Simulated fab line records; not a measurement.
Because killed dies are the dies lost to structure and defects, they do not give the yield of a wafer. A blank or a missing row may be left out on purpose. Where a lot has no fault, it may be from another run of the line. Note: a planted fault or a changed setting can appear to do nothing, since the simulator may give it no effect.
Problem report in the 8D (eight disciplines) form, filled by code + flow sky130 + the parts of the form that need people (team, actions taken, sign-off) are left out

1. WHAT WENT WRONG
Mean VT_ADJUST_HVTR_TW at SKY_VT_ADJUST_HVTR_TW_MEAS_11: 197.7 over 3 wafers in 3 lots; fault-free wafers: 209.7, standard deviation 0.98. Measured from the usual mean, that is -12 standard deviations.
Seen first at day 12 09:11 on film-metro-03, wafer L844.2. At this step, 38 wafers from 13 lots have a number in the record. By rule, "out" or "out of limits" means more than 4 standard deviations away from the usual mean. Any other wafer with a number is counted as sound.

2. WHAT THIS IS AND IS NOT
| question                    | is                                          | is not                                                                                             |
|-----------------------------|---------------------------------------------|----------------------------------------------------------------------------------------------------|
| which readings at this step | VT_ADJUST_HVTR_TW                           | -                                                                                                  |
| which lots                  | L844, L845, L846                            | L834, L836, L838, L840, L842, L843, L852, L854, L855, L857                                         |
| which wafers of those lots  | L844.2, L845.2, L846.5                      | L844.1, L844.6, L845.3, L846.1, L846.4                                                             |
| read on which gauges        | film-metro-01, film-metro-02, film-metro-03 | -                                                                                                  |
| when                        | from day 12 09:11                           | up to then (20 sound wafers); but 15 sound wafers of L845, L846, L852, L854, L855, L857 came after |

3. THE SUSPECTS, EACH WITH WHAT RULES IT OUT
Counting: if a tool at a process step up to the reading ran every lot that is out, it stays a suspect. Sound lots after the first of them don't rule it out here, since some wafers of a struck lot are sound.
- the gauge at SKY_VT_ADJUST_HVTR_TW_MEAS_11 has been ruled out. Those wafers that are out were read across 3 gauges (film-metro-01, film-metro-02, film-metro-03).
- implanter-01 at SKY_VT_ADJUST_HVTR_IMPLANT_09: kept. Ran every lot that is out, first one L844 (day 12 08:56); last sound lot up to then L843 (day 12 05:44). On those wafers its own readings are out: beam-on-s, faraday-current-uA.
Left after counting: implanter-01 at SKY_VT_ADJUST_HVTR_IMPLANT_09.

4. THE CAUSE (what the simulator had put in)
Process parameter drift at SKY_VT_ADJUST_HVTR_IMPLANT_09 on implanter-01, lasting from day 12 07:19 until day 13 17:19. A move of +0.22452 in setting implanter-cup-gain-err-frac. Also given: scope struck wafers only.
The count eliminated every tool but this one.

5. THE EFFECT CHAIN, in route order
Each row: a reading where the mean over the struck wafers with a number is more than 3 standard deviations away from the usual. Only readings whose record carries a usual standard deviation are examined. hours: median over the lots of the time between each lot's start at the first step of this table that gives one and its start at this step. sigmas: the change, counted in usual standard deviations.
| hours | step                          | reading            | usual  | on struck wafers | change | sigmas |
|-------|-------------------------------|--------------------|--------|------------------|--------|--------|
| 0     | SKY_VT_ADJUST_HVTR_IMPLANT_09 | beam-on-s          | 9.99 s | 8.08             | -1.91  | -9.5   |
| 0     | SKY_VT_ADJUST_HVTR_IMPLANT_09 | faraday-current-uA | 11.86  | 14.67            | +2.81  | +12    |
| 0     | SKY_VT_ADJUST_HVTR_TW_MEAS_11 | VT_ADJUST_HVTR_TW  | 209.7  | 197.7            | -12.0  | -12    |
It contains these process steps:
- SKY_VT_ADJUST_HVTR_IMPLANT_09
At these later measuring or inspecting steps, every struck wafer for which the step has a row has a number for every such reading, and none has moved that far: SKY_VT_ADJUST_PCH_TW_MEAS_10.

6. WHAT WOULD HAVE CAUGHT IT SOONER
In this record the first reading out of limits at a measuring or inspecting step was taken at day 12 09:11, 2 hours after the fault began at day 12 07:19.
The tool's own readings at SKY_VT_ADJUST_HVTR_IMPLANT_09 were out on every struck wafer that the step has a row for (beam-on-s, faraday-current-uA): an alarm limit on them would have fired on the first of those.
Lots out: 3; of these, L845, L846 started SKY_VT_ADJUST_HVTR_IMPLANT_09 on implanter-01 after day 12 09:11. A hold on the tool at that time would have spared those 2.
